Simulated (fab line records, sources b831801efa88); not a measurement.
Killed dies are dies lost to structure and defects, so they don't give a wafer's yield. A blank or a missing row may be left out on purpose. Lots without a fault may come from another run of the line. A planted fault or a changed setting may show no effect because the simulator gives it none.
Which tool did it? | flow sky130 | 7 lots, 21 wafers sampled, at 1 step of a route of 708

WHAT THE GAUGES READ, wafer by wafer
SKY_FIELD_ISO_THK_MEAS_23.
lot  | measured    | on            | FIELD_ISO_OXIDATION_01_THK (nm)
L348 | day 2 19:47 | film_metro-04 | 9.77 9.88 9.82
L351 | day 3 10:08 | film_metro-04 | 10.31 10.30 10.44
L354 | day 4 01:42 | film_metro-02 | 10.10 10.13 10.18
L363 | day 5 23:11 | film_metro-02 | 10.40 10.26 10.46
L365 | day 6 10:55 | film_metro-03 | 9.82 9.97 9.98
L367 | day 6 20:49 | film_metro-02 | 10.02 9.97 9.86
L369 | day 7 07:58 | film_metro-04 | 10.01 10.02 9.91

WHICH TOOL RAN EACH LOT (tool, then ch and the chambers of the sampled wafers, then the start)
The record holds no process step before these readings.

THE ANSWER, worked out from the rows above alone
Rule: what is usual is taken from the lots themselves. Put in order of their means at a reading, lots are off if they are a third of the lots or fewer, leave a main group of 4 or more, and stand apart from it by a gap of 3 or more times the standard deviation of the main group's means; of several such gaps the widest counts. A main group whose means are all the same, to the digits that the tables above print for the reading, isn't used. A lot without any number at a reading at which 4 lots or more have one is off too. The other lots that the step has rows for count as sound.
No lot is off at any reading shown: from this, nothing can be told.

WHAT THE SIMULATOR HAD PUT IN
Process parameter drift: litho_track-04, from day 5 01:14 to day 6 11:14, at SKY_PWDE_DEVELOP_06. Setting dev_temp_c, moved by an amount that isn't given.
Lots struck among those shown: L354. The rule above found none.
